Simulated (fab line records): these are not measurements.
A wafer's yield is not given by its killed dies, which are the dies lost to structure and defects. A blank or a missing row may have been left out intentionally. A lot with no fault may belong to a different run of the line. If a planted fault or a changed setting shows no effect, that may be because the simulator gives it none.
Tool commonality check ; flow sky130 ; Sample size 13 lots and 39 wafers

WHY THIS WAS OPENED
At SKY_VT_ADJUST_HVTP_TW_MEAS_11 the reading VT_ADJUST_HVTP_TW is flagged on 1 of 13 lots. Fault-free wafers read 1351, with a standard deviation of 7.
Rule: flag the lot when none of its wafers has a number, or when each of its wafers that has one lies beyond 4 standard deviations from that mean. The rest of the lots are taken to be sound.

lot;measured;on;VT_ADJUST_HVTP_TW, wafer by wafer;flag
L461;day 6 04:41;film_metro-03;1363 1357 1356;
L462;day 6 13:32;film_metro-04;1362 1347 1352;
L463;day 6 14:25;film_metro-01;1344 1345 1351;
L464;day 6 22:16;film_metro-01;1343 1345 1342;
L465;day 7 05:21;film_metro-03;1360 1367 1364;
L466;day 7 13:32;film_metro-04;1355 1352 1349;
L467;day 7 18:04;film_metro-04;1345 1346 1346;
L468;day 7 23:07;film_metro-01;1340 1356 1329;
L475;day 9 17:50;film_metro-03;30 30 30;FLAGGED
L480;day 10 23:41;film_metro-04;1344 1340 1346;
L482;day 11 21:50;film_metro-04;1356 1360 1348;
L483;day 12 02:46;film_metro-01;1357 1355 1352;
L484;day 12 09:41;film_metro-03;1355 1357 1357;
On average the flagged lots read 30, which is -1321 against the usual, or -99 or more standard deviations.

LOT BY LOT: THE TOOL USED
Before the reading, the record contains 2 process steps out of a 708-step route. In each cell: the tool, then ch and the chambers that the sampled wafers went through, then the start.
lot;flag;SKY_NWELL_STRIP_25;SKY_VT_ADJUST_HVTP_STRIP_10
L461;;plasma_asher-02 ch 0,1, day 5 08:50;plasma_asher-03 ch 0,1, day 6 04:35
L462;;plasma_asher-02 ch 0,1, day 5 18:20;plasma_asher-02 ch 0,1, day 6 13:26
L463;;plasma_asher-03 ch 0, day 5 19:13;plasma_asher-02 ch 0,1, day 6 14:19
L464;;plasma_asher-03 ch 0,1, day 6 02:34;plasma_asher-03 ch 0,1, day 6 22:10
L465;;plasma_asher-04 ch 0,1, day 6 08:48;plasma_asher-01 ch 0,1, day 7 05:16
L466;;plasma_asher-03 ch 0,1, day 6 17:52;plasma_asher-03 ch 0,1, day 7 13:26
L467;;plasma_asher-03 ch 0,1, day 6 21:34;plasma_asher-01 ch 0,1, day 7 17:58
L468;;plasma_asher-03 ch 0, day 7 03:34;plasma_asher-02 ch 0,1, day 7 23:01
L475;FLAGGED;plasma_asher-04 ch 0,1, day 8 19:28;plasma_asher-01 ch 0, day 9 17:44
L480;;plasma_asher-03 ch 0,1, day 10 00:46;plasma_asher-03 ch 0,1, day 10 23:35
L482;;plasma_asher-04 ch 0,1, day 10 21:23;plasma_asher-02 ch 0,1, day 11 21:44
L483;;plasma_asher-04 ch 0,1, day 11 02:13;plasma_asher-01 ch 0,1, day 12 02:40
L484;;plasma_asher-04 ch 0,1, day 11 08:50;plasma_asher-01 ch 0,1, day 12 09:35
These steps, and what they do:
- SKY_NWELL_STRIP_25: strips in O2/N2.
- SKY_VT_ADJUST_HVTP_STRIP_10: strips in O2/N2.
- SKY_VT_ADJUST_HVTP_TW_MEAS_11

FLAGGED AGAINST TOTAL, ONE TOOL AT A TIME (gauges that did the reading follow at the end)
step;tool;lots run;flagged;share of the flagged lots;sound lots run after its first flagged lot
SKY_NWELL_STRIP_25;plasma_asher-02;2;0;none;-
SKY_NWELL_STRIP_25;plasma_asher-03;6;0;none;-
SKY_NWELL_STRIP_25;plasma_asher-04;5;1;all;3 (L482,L483,L484)
SKY_VT_ADJUST_HVTP_STRIP_10;plasma_asher-01;5;1;all;2 (L483,L484)
SKY_VT_ADJUST_HVTP_STRIP_10;plasma_asher-02;4;0;none;-
SKY_VT_ADJUST_HVTP_STRIP_10;plasma_asher-03;4;0;none;-
SKY_VT_ADJUST_HVTP_TW_MEAS_11;film_metro-01;4;0;none;-
SKY_VT_ADJUST_HVTP_TW_MEAS_11;film_metro-03;4;1;all;1 (L484)
SKY_VT_ADJUST_HVTP_TW_MEAS_11;film_metro-04;5;0;none;-

WHAT IS ALLOWED BY THE TABLE
Every flagged lot was run by 3 rows of the table: plasma_asher-04 at SKY_NWELL_STRIP_25, plasma_asher-01 at SKY_VT_ADJUST_HVTP_STRIP_10 and film_metro-03 at SKY_VT_ADJUST_HVTP_TW_MEAS_11.
- plasma_asher-04 at SKY_NWELL_STRIP_25: 1 of its 5 lots flagged. After the first flagged lot (L482, L483, L484), sound lots still ran on it; a lasting fault on the whole tool would not permit that. Its own readings lie more than 4 standard deviations out on every wafer of the flagged lots: oes_product_au.
- plasma_asher-01 at SKY_VT_ADJUST_HVTP_STRIP_10: 1 of its 5 lots flagged. After the first flagged lot (L483, L484), sound lots still ran on it; a lasting fault on the whole tool would not permit that. Its own readings lie more than 4 standard deviations out on every wafer of the flagged lots: strip_time_to_endpoint_s.
- film_metro-03 at SKY_VT_ADJUST_HVTP_TW_MEAS_11: 1 of its 4 lots flagged. After the first flagged lot (L484), sound lots still ran on it; a lasting fault on the whole tool would not permit that.
Not one row of the table ran every flagged lot while running no sound lot after the first.

WHAT HAD BEEN PUT IN BY THE SIMULATOR
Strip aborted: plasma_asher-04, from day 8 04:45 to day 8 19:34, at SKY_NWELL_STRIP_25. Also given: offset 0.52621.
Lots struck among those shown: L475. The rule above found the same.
